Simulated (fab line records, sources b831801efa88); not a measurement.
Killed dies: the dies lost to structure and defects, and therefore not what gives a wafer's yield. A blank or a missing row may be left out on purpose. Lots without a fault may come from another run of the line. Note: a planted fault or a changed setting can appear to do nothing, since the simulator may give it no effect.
2 desks looking at one fault | flow sky130 | every desk sees just its own numbers, and what lay behind them comes last

## AT THE METROLOGY DESK
Lot by lot, what the gauges showed, no matter which tool ran the lot: averages of those sampled wafers that carry a number. If a lot's mean is further than 4 standard deviations from the usual mean, the lot is out of limits and carries the mark OUT (the distance appears in the brackets).
Columns: A = cd nm at SKY_METAL2_CD_MEAS_15, usual 140.3 nm; B = CAPM_TIN_RS at SKY_CAPM_RS_MEAS_03, usual 6.92 ohm/sq; C = CAPM_TIN_THK at SKY_CAPM_THK_MEAS_04, usual 193.9 nm
lot  | first seen here | A     | B               | C
L589 | day 35 04:44    | 140.1 | 6.80            | 196.9
L590 | day 35 10:46    | 141.6 | 6.94            | 193.0
L593 | day 36 20:17    | 140.0 | 7.02            | 190.9
L598 | day 38 00:33    | 138.3 | 6.16 (-7.8) OUT | 224.5 (+11) OUT
L599 | day 38 01:52    | 141.6 | 6.14 (-7.9) OUT | 226.3 (+12) OUT
L604 | day 39 17:04    | 138.8 | 6.97            | 192.0
L607 | day 40 16:47    | 138.8 | 6.90            | 195.6
L609 | day 41 05:28    | 141.5 | 6.91            | 192.8
L610 | day 41 13:22    | 138.4 | 7.07            | 191.2
L612 | day 41 23:31    | 142.4 | 6.89            | 194.0
Finding of this desk: L598, L599 out of limits, first seen on L598 at day 39 05:29 (CAPM_TIN_RS at SKY_CAPM_RS_MEAS_03). L589, L590, L593, L604, L607, L609, L610, L612 stayed within limits.

## FOR THE TOOL OWNER'S DESK: pvd sputter-03
The tool's own readings at SKY_CAPM_SPUTTER_02 (material TiN, target thk 200 nm, time 166.7 s): means of the sampled wafers that have a number, for each lot that ran on this tool. If a lot's mean is further than 4 standard deviations from the usual mean, the lot is out of limits and carries the mark OUT (the distance appears in the brackets).
Columns: A = throttle valve pct at SKY_CAPM_SPUTTER_02, usual 29.8 %
lot  | first seen here | A
L593 | day 38 01:09    | 30.3
L598 | day 39 05:21    | 29.8
L599 | day 39 06:55    | 29.7
L610 | day 42 15:37    | 30.0
L612 | day 43 01:25    | 29.6
This desk found nothing out of limits on any of the 5 lots.

## TAKEN TOGETHER
Metrology desk: alarm possible at day 39 05:29 on L598, L599.
Nothing out of limits was seen by the tool owner's desk.
On record at the tool owner's desk: L598, L599, within its limits.
Every lot named ran SKY_CAPM_SPUTTER_02 on pvd sputter-03.

## WHAT HAD BEEN PUT IN BY THE SIMULATOR
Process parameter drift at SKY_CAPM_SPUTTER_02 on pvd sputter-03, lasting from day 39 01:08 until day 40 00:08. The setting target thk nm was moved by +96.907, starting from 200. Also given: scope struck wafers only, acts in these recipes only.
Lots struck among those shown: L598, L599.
Time in hours between the start of the fault and the first out-of-limits reading at each desk: metrology desk, 4.
